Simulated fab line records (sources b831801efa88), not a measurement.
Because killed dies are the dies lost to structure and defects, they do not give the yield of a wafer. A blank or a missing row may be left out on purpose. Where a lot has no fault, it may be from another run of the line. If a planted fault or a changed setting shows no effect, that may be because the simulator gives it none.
Struck lot and sound lot, side by side / flow sky130 / 27 out of 708 route steps
Sound: these wafers, L432.2, L432.3, L432.4. The struck wafers were L421.1, L421.4, L421.5. At the end, the cause is stated.
For every step that has rows: the tool of each side, followed by ch and its chambers, followed by its first start. Under that, the readings that differ: sound wafers / struck wafers / difference of the means / sigmas: that difference in standard deviations of wafers without a fault.
alike: readings whose means differ by less than 2 such deviations, and words and numbers that are the same on both sides. not compared: withheld readings, readings that some wafer has no value for, bounds like >300 that may hide the same value, and numbers for which the record gives no deviation and whose values overlap.
A row with sigmas, a row that says differs or no value, or rows on one side alone: a step with any of these is where the two part. Non-overlapping numbers with no deviation appear without sigmas and do not part them. Lack of a reading on every wafer of one side parts them only where that side has two or more wafers.

first, 5 steps without rows for these wafers: SKY_GATE_OXIDE_COAT_05 (resist thk 1140 nm); SKY_GATE_OXIDE_SOFTBAKE_06 (time 60 s); SKY_GATE_OXIDE_EXPOSE_07 (exposes mask LVOM, target cd 600 nm); SKY_GATE_OXIDE_PEB_08; SKY_GATE_OXIDE_DEVELOP_09 (develop time 60 s).
SKY_GATE_OXIDE_OVL_MEAS_10:
  struck on overlay-02, day 16 23:26; sound on overlay-02, day 20 12:02
  alike: GATE_OXIDE_OVL
then, 2 steps without rows for these wafers: SKY_GATE_OXIDE_IMPLANT_11; SKY_GATE_OXIDE_WET_ETCH_12 (etches SiO2 in dHF, target depth 16.8 nm, time 336 s).
SKY_GATE_OXIDE_STRIP_13: strips in O2/N2.
  sound on plasma_asher-04 ch 0,1, day 20 12:19; struck on plasma_asher-02 ch 0,1, day 16 23:43
reading=drypump_motor_current_A (A); sound=6.1 6.2 6.1; struck=5.4 5.1 5.1; difference=-0.9; sigmas=-2
reading=strip_time_to_endpoint_s (s); sound=14.25 14.26 14.27; struck=14.11 14.13 14.10; difference=-0.15; sigmas=-3
  alike: n2_flow_sccm, oes_product_au
  not compared: rf_hours_counter_h
SKY_GATE_OXIDE_TW_MEAS_14:
  struck on film_metro-02, day 16 23:49; sound on film_metro-02, day 20 12:26
  alike: GATE_OXIDE_TW
then, 2 steps without rows for these wafers: SKY_GATE_OXIDE_CLEAN_15 (cleans in SC1/SC2, time 143.4 s); SKY_GATE_OXIDE_OXIDATION_16 (stabilise 600 s, purge 300 s, target thk 3.57 nm).
SKY_POLY_GATE_CVD_00: deposits poly-Si, target thk 180 nm, time 720 s.
  sound on lpcvd-01 ch 0, day 20 14:59; struck on lpcvd-01 ch 0, day 17 01:28
reading=pressure_mtorr (mTorr); sound=199.9 200.1 200.3; struck=240.1 239.2 239.7; difference=+39.6; sigmas=+99 or more
reading=model.poly-Si_of_POLY_GATE_CVD_00.thk_nm (nm); sound=179.6 180.7 179.1; struck=198.8 198.9 197.3; difference=+18.5; sigmas=
  alike: spike_tc_bottom_C, spike_tc_centre_C
SKY_POLY_GATE_THK_MEAS_01:
  struck on film_metro-03, day 17 02:40; sound on film_metro-02, day 20 16:12
reading=POLY_GATE_CVD_00_THK (nm); sound=179.6 180.6 179.2; struck=198.8 198.9 197.3; difference=+18.5; sigmas=+12
then, 8 steps without rows for these wafers: SKY_RES_PROTECT_DEHYDRATE_00 (time 60 s); SKY_RES_PROTECT_HMDS_01 (prime time 60 s); SKY_RES_PROTECT_COAT_02 (resist thk 1140 nm); SKY_RES_PROTECT_SOFTBAKE_03 (time 60 s); SKY_RES_PROTECT_EXPOSE_04 (exposes mask RPM, target cd 1270 nm); SKY_RES_PROTECT_PEB_05; SKY_RES_PROTECT_DEVELOP_06 (develop time 60 s); SKY_POLY_GATE_IMPLANT_02.
SKY_RES_PROTECT_STRIP_07: strips in O2/N2.
  sound on plasma_asher-02 ch 0,1, day 21 22:41; struck on plasma_asher-01 ch 0,1, day 18 07:23
  alike: drypump_motor_current_A, n2_flow_sccm, oes_product_au, strip_time_to_endpoint_s
  not compared: rf_hours_counter_h
SKY_RES_PROTECT_TW_MEAS_08:
  struck on film_metro-01, day 18 07:29; sound on film_metro-04, day 21 22:47
  alike: POLY_GATE_TW
SKY_RES_PROTECT_CLEAN_09: cleans in SC1/SC2, time 150 s.
  sound on wet_bench-01 ch 1, day 21 22:50; struck on wet_bench-01 ch 1, day 18 07:32
reading=model.poly-Si_of_POLY_GATE_CVD_00.thk_nm (nm); sound=179 180.1 178.5; struck=198.1 198.3 196.7; difference=+18.5; sigmas=
  alike: temp_c
then, 1 step without rows for these wafers: SKY_POLY_GATE_CVD_03 (deposits Si3N4 from DCS/NH3, target thk 75 nm, time 1290 s).
-- a jump in the record: the struck wafers' starts before and after are 30 days apart (it breaks off in module POLY_GATE and resumes in module PAD_OPEN, where the first step shown is number 708 of the route) --
SKY_PAD_OPEN_PROBE_99:
  struck on prober-02, day 48 02:11; sound on prober-02, day 50 06:49
reading=model.etest.res_high_po.line_ohm_um; sound=778.8 727.6 764.1; struck=702.3 676.4 706.9; difference=-61.6; sigmas=
reading=model.etest.res_poly.line_ohm_um; sound=530.8 498.4 508.3; struck=477.2 460.5 474.1; difference=-41.9; sigmas=
reading=model.etest.res_high_po.rs_ohm_sq; sound=272.6 259.3 264.7; struck=248.1 238.1 254; difference=-18.8; sigmas=
reading=model.etest.cap_li_to_poly.c_af_um2; sound=105.2 105.2 104.7; struck=108.9 109.5 107.2; difference=+3.5; sigmas=
reading=model.etest.res_poly.rs_ohm_sq; sound=49.8 48.14 48.78; struck=45.58 44.55 46.33; difference=-3.42; sigmas=
  alike: killed_at_M0_to_M3, killed_at_M4_up, killed_at_contacts, killed_at_front_end, killed_at_other, killed_dies, killed_open, killed_short
  not compared: model.etest.licon_high_po.rc_ohm

== WHERE THEY PART ==
Earliest at SKY_GATE_OXIDE_STRIP_13; latest, in this record, at SKY_POLY_GATE_THK_MEAS_01. Later steps at which nothing parts them and some readings are alike: SKY_RES_PROTECT_STRIP_07, SKY_RES_PROTECT_TW_MEAS_08, SKY_RES_PROTECT_CLEAN_09, SKY_PAD_OPEN_PROBE_99.

WHY: the cause the simulator had injected
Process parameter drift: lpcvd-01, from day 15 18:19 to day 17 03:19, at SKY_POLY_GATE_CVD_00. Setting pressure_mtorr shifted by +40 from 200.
